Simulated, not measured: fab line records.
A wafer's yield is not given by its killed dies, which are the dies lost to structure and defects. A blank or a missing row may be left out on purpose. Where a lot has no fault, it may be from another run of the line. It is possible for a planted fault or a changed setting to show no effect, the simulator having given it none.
Which of the tools did it? + flow sky130 + 24 lots with 72 wafers sampled at 6 steps, on a route of 708 steps

WHAT THE GAUGES READ, wafer by wafer
SKY_VT_ADJUST_LVTN_TW_MEAS_21. Usual: VT_ADJUST_LVTN_2_TW typically reads 186.4, with standard deviation 1.3.
| lot  | measured     | on            | VT_ADJUST_LVTN_2_TW | flag |
|------|--------------|---------------|---------------------|------|
| L074 | day 7 19:06  | film metro-03 | 187.1 187.4 188.9   |      |
| L075 | day 8 03:44  | film metro-02 | 186.1 184.9 186.1   |      |
| L076 | day 8 11:12  | film metro-02 | 185.8 185.5 186.7   |      |
| L077 | day 8 15:01  | film metro-01 | 185.5 185.0 184.4   |      |
| L078 | day 8 22:08  | film metro-02 | 185.9 186.8 186.9   |      |
| L079 | day 9 04:42  | film metro-01 | 185.1 184.8 185.5   |      |
| L080 | day 9 11:59  | film metro-02 | 184.7 185.8 185.9   |      |
| L081 | day 9 17:18  | film metro-01 | 184.1 184.9 184.4   |      |
| L082 | day 9 21:20  | film metro-02 | 185.7 186.3 185.9   |      |
| L084 | day 10 11:28 | film metro-02 | 186.3 186.1 186.4   |      |
| L083 | day 10 16:28 | film metro-03 | 187.9 187.8 187.1   |      |
| L085 | day 10 18:59 | film metro-01 | 185.8 187.6 186.7   |      |
| L086 | day 10 23:56 | film metro-01 | 186.0 185.0 186.5   |      |
| L087 | day 11 09:11 | film metro-03 | 188.5 188.1 188.9   |      |
| L088 | day 11 14:40 | film metro-03 | 187.6 188.2 187.9   |      |
| L089 | day 11 21:49 | film metro-01 | 187.9 186.8 185.8   |      |
| L090 | day 12 07:53 | film metro-02 | 185.9 188.1 185.8   |      |
| L091 | day 12 14:38 | film metro-02 | 186.4 187.2 186.8   |      |
| L092 | day 12 22:26 | film metro-03 | 187.2 186.8 187.7   |      |
| L093 | day 13 03:37 | film metro-02 | 186.8 185.7 186.7   |      |
| L094 | day 13 05:47 | film metro-03 | 189.0 188.4 189.3   |      |
| L095 | day 13 11:32 | film metro-01 | 185.3 185.5 184.5   |      |
| L096 | day 13 23:09 | film metro-01 | 185.6 184.4 186.1   |      |
| L097 | day 14 03:14 | film metro-01 | 185.5 185.1 184.1   |      |

SKY_SONOS_TUNNEL_OVL_MEAS_08. Usual: SONOS_TUNNEL_OVL typically reads -1.2 nm, with standard deviation 1.5.
| lot  | measured     | on         | SONOS_TUNNEL_OVL (nm) | flag |
|------|--------------|------------|-----------------------|------|
| L074 | day 11 09:06 | overlay-02 | 0.5 0.9 -0.5          |      |
| L075 | day 11 20:22 | overlay-01 | -1.2 -1.2 0.2         |      |
| L076 | day 12 05:01 | overlay-02 | -5.4 -2.5 -3.8        |      |
| L077 | day 12 09:01 | overlay-01 | -0.8 -0.6 -1.9        |      |
| L078 | day 12 16:55 | overlay-01 | 0.8 -0.3 0.6          |      |
| L079 | day 13 01:02 | overlay-02 | -2.3 -3.5 -3.6        |      |
| L080 | day 13 07:58 | overlay-02 | -2.2 -1.0 -2.3        |      |
| L081 | day 13 12:38 | overlay-02 | 0.7 1.5 1.1           |      |
| L082 | day 13 16:40 | overlay-02 | -2.3 -1.5 -2.5        |      |
| L084 | day 14 11:13 | overlay-01 | -4.0 -3.7 -3.1        |      |
| L083 | day 14 15:47 | overlay-01 | -0.7 -1.2 -3.2        |      |
| L085 | day 14 18:18 | overlay-01 | 0.5 -0.6 -0.9         |      |
| L086 | day 15 01:31 | overlay-02 | -1.2 -0.5 -0.2        |      |
| L087 | day 15 10:33 | overlay-01 | -3.3 -1.3 -1.3        |      |
| L088 | day 15 18:17 | overlay-01 | 0.0 1.1 -0.5          |      |
| L089 | day 16 01:46 | overlay-02 | -1.5 -0.8 -2.4        |      |
| L090 | day 16 12:52 | overlay-01 | -1.7 -3.1 -2.2        |      |
| L091 | day 16 21:36 | overlay-01 | -1.6 -0.1 -0.4        |      |
| L092 | day 17 06:34 | overlay-02 | 0.9 -0.6 0.8          |      |
| L093 | day 17 14:14 | overlay-02 | -0.6 0.1 -2.0         |      |
| L094 | day 17 20:08 | overlay-02 | -2.1 -1.5 -1.4        |      |
| L095 | day 18 01:59 | overlay-01 | -0.9 -1.2 -0.6        |      |
| L096 | day 18 18:29 | overlay-02 | -2.4 -4.0 -3.5        |      |
| L097 | day 18 21:13 | overlay-02 | -2.9 -1.1 -2.0        |      |

SKY_SONOS_ONO_THK_MEAS_03. Usual: SONOS_ONO_CVD_02_THK typically reads 10.42 nm, with standard deviation 0.12.
| lot  | measured     | on            | SONOS_ONO_CVD_02_THK (nm) | flag |
|------|--------------|---------------|---------------------------|------|
| L074 | day 11 12:07 | film metro-03 | 10.59 10.54 10.57         |      |
| L075 | day 12 01:59 | film metro-01 | 10.56 10.45 10.51         |      |
| L076 | day 13 12:58 | film metro-01 | 10.53 10.41 10.60         |      |
| L077 | day 13 12:58 | film metro-04 | 10.35 10.43 10.41         |      |
| L078 | day 13 12:58 | film metro-03 | 10.45 10.38 10.38         |      |
| L079 | day 13 13:02 | film metro-01 | 10.37 10.52 10.35         |      |
| L080 | day 13 13:02 | film metro-04 | 10.30 10.36 10.34         |      |
| L081 | day 13 20:10 | film metro-01 | 10.11 10.25 10.20         |      |
| L082 | day 13 20:09 | film metro-03 | 10.43 10.32 10.38         |      |
| L084 | day 14 14:33 | film metro-04 | 10.44 10.52 10.44         |      |
| L083 | day 14 18:46 | film metro-04 | 10.41 10.49 10.43         |      |
| L085 | day 15 02:04 | film metro-04 | 10.35 10.44 10.33         |      |
| L086 | day 15 05:47 | film metro-01 | 10.22 10.18 10.34         |      |
| L087 | day 15 15:53 | film metro-04 | 10.43 10.49 10.50         |      |
| L088 | day 15 22:34 | film metro-04 | 10.45 10.53 10.49         |      |
| L089 | day 16 06:04 | film metro-03 | 10.30 10.32 10.35         |      |
| L090 | day 16 15:52 | film metro-03 | 10.52 10.49 10.48         |      |
| L091 | day 17 00:46 | film metro-01 | 10.29 10.31 10.19         |      |
| L092 | day 17 11:08 | film metro-04 | 10.41 10.38 10.34         |      |
| L093 | day 17 22:13 | film metro-04 | 10.46 10.23 10.31         |      |
| L094 | day 18 00:29 | film metro-03 | 10.57 10.53 10.61         |      |
| L095 | day 18 06:32 | film metro-03 | 10.52 10.52 10.51         |      |
| L096 | day 18 21:43 | film metro-03 | 10.38 10.55 10.35         |      |
| L097 | day 19 00:52 | film metro-01 | 10.35 10.57 10.32         |      |

SKY_SONOS_ONO_OVL_MEAS_14. Usual: SONOS_ONO_OVL typically reads -1.4 nm, with standard deviation 1.4.
| lot  | measured     | on         | SONOS_ONO_OVL (nm) | flag |
|------|--------------|------------|--------------------|------|
| L074 | day 12 13:35 | overlay-01 | 0.4 -0.6 -0.7      |      |
| L075 | day 13 02:52 | overlay-02 | -2.3 -1.2 0.0      |      |
| L076 | day 14 16:07 | overlay-01 | -1.0 -1.1 -1.7     |      |
| L077 | day 14 16:34 | overlay-01 | -1.2 -1.3 -2.6     |      |
| L078 | day 14 16:25 | overlay-02 | -1.0 -0.2 -1.6     |      |
| L079 | day 14 17:47 | overlay-01 | -2.1 -2.4 -2.5     |      |
| L080 | day 14 17:55 | overlay-02 | -1.7 -1.9 0.1      |      |
| L081 | day 15 00:20 | overlay-02 | -1.7 -1.7 -3.0     |      |
| L082 | day 15 00:31 | overlay-01 | -1.3 0.6 -0.5      |      |
| L084 | day 15 18:16 | overlay-02 | -3.7 -3.3 -2.5     |      |
| L083 | day 15 21:22 | overlay-01 | -2.5 -1.4 -2.6     |      |
| L085 | day 16 06:44 | overlay-02 | 0.7 0.6 1.0        |      |
| L086 | day 16 10:58 | overlay-02 | -1.5 -1.1 -0.5     |      |
| L087 | day 16 21:16 | overlay-02 | -5.3 -5.5 -5.2     |      |
| L088 | day 17 03:19 | overlay-02 | -0.7 -1.1 -2.6     |      |
| L089 | day 17 12:31 | overlay-02 | -1.2 0.2 0.7       |      |
| L090 | day 17 21:40 | overlay-01 | -3.5 -2.1 -3.5     |      |
| L091 | day 18 06:47 | overlay-01 | -1.2 -2.0 -1.2     |      |
| L092 | day 18 17:49 | overlay-01 | -1.2 -0.8 -1.3     |      |
| L093 | day 19 05:55 | overlay-02 | -0.7 0.3 -0.1      |      |
| L094 | day 19 08:49 | overlay-02 | -1.2 -1.5 -2.4     |      |
| L095 | day 19 15:04 | overlay-02 | -1.4 -1.3 -1.9     |      |
| L096 | day 20 05:50 | overlay-01 | -2.0 -1.5 -2.0     |      |
| L097 | day 20 09:40 | overlay-02 | -1.8 0.0 -0.4      |      |

SKY_LDD_N_TW_MEAS_17. Usual: LDD_N_TW typically reads 2575, with standard deviation 20.
| lot  | measured     | on            | LDD_N_TW       | flag |
|------|--------------|---------------|----------------|------|
| L074 | day 17 09:35 | film metro-01 | 2533 2519 2518 |      |
| L075 | day 17 22:26 | film metro-03 | 2580 2581 2580 |      |
| L076 | day 19 23:02 | film metro-03 | 2589 2591 2571 |      |
| L077 | day 19 23:04 | film metro-01 | 2540 2547 2549 |      |
| L078 | day 20 00:16 | film metro-01 | 2541 2537 2549 |      |
| L079 | day 20 09:42 | film metro-03 | 2583 2588 2605 |      |
| L080 | day 20 09:23 | film metro-04 | 2613 2586 2600 |      |
| L081 | day 20 15:00 | film metro-03 | 2611 2590 2592 |      |
| L082 | day 20 13:29 | film metro-01 | 2561 2541 2546 |      |
| L084 | day 21 03:17 | film metro-03 | 2580 2576 2586 |      |
| L083 | day 21 09:52 | film metro-03 | 2572 2565 2578 |      |
| L085 | day 21 15:57 | film metro-03 | 2573 2592 2584 |      |
| L086 | day 21 22:38 | film metro-03 | 2571 2558 2595 |      |
| L087 | day 22 08:56 | film metro-04 | 2591 2602 2586 |      |
| L088 | day 22 12:41 | film metro-03 | 2573 2585 2594 |      |
| L089 | day 22 23:26 | film metro-03 | 2581 2596 2575 |      |
| L090 | day 23 12:50 | film metro-03 | 2596 2593 2585 |      |
| L091 | day 23 18:29 | film metro-04 | 2587 2598 2577 |      |
| L092 | day 24 05:50 | film metro-04 | 2589 2579 2579 |      |
| L093 | day 24 16:34 | film metro-01 | 2571 2565 2566 |      |
| L094 | day 24 20:40 | film metro-01 | 2553 2547 2560 |      |
| L095 | day 25 01:44 | film metro-01 | 2567 2571 2566 |      |
| L096 | day 25 15:42 | film metro-01 | 2562 2579 2577 |      |
| L097 | day 25 19:53 | film metro-03 | 2581 2585 2569 |      |

SKY_LOCAL_INTERCONNECT_OVL_MEAS_12. Usual: LOCAL_INTERCONNECT_OVL typically reads -1 nm, with standard deviation 5.3.
| lot  | measured     | on         | LOCAL_INTERCONNECT_OVL (nm) | flag |
|------|--------------|------------|-----------------------------|------|
| L074 | day 30 01:52 | overlay-01 | -1 -1 -3                    |      |
| L075 | day 30 10:53 | overlay-02 | 4 2 -4                      |      |
| L076 | day 32 04:26 | overlay-02 | 5 0 -2                      |      |
| L077 | day 32 08:04 | overlay-02 | -9 -3 -9                    |      |
| L078 | day 32 06:31 | overlay-01 | -11 -5 -6                   |      |
| L079 | day 32 17:15 | overlay-01 | -3 -4 -3                    |      |
| L080 | day 32 16:04 | overlay-02 | 0 10 -3                     |      |
| L081 | day 33 01:54 | overlay-02 | 4 5 -1                      |      |
| L082 | day 33 00:57 | overlay-02 | -7 -5 -1                    |      |
| L084 | day 33 09:17 | overlay-02 | 1 1 4                       |      |
| L083 | day 33 14:34 | overlay-02 | -9 -6 -1                    |      |
| L085 | day 33 18:24 | overlay-01 | 1 5 -1                      |      |
| L086 | day 33 23:53 | overlay-01 | 9 1 0                       |      |
| L087 | day 34 12:21 | overlay-02 | -4 -9 2                     |      |
| L088 | day 34 13:01 | overlay-01 | 7 8 2                       |      |
| L089 | day 34 23:31 | overlay-01 | 1 0 7                       |      |
| L090 | day 35 09:19 | overlay-02 | 4 4 -3                      |      |
| L091 | day 35 13:57 | overlay-01 | 0 -4 -7                     |      |
| L092 | day 36 02:28 | overlay-01 | -1 4 0                      |      |
| L093 | day 36 10:20 | overlay-01 | -2 3 11                     |      |
| L094 | day 36 12:49 | overlay-01 | -12 -16 -10                 |      |
| L095 | day 36 17:34 | overlay-01 | -6 -8 -3                    |      |
| L096 | day 37 08:00 | overlay-02 | -2 3 1                      |      |
| L097 | day 37 08:41 | overlay-02 | -5 -4 -3                    |      |

WHAT TOOL EACH LOT RAN ON (gives the tool, then ch and the chambers of the sampled wafers, and finally the start)
Record: no process step prior to these readings.

AS READ BY THE TOOLS THEMSELVES (means over the sampled wafers that have a number; for cases with no such wafer, the mark the record gives instead)
The record holds no such reading with a usual standard deviation.

THE ANSWER, worked out from the rows above alone
Rule: lot off if the mean of its wafers having a number is beyond 3 standard deviations from the usual mean. Also off: a lot with no number at a reading for which 4 or more lots have one. The other lots that the step has rows for count as sound. Order of review: gauges by route order, followed by the tools' own readings, for which a lot's mean as printed above is used. At the first step where some lot is off, the reading lying furthest off is the one used; lots without a number count as furthest.
Across all readings shown, no lot is off: no conclusion can be drawn from this.

WHAT WAS PUT IN BY THE SIMULATOR
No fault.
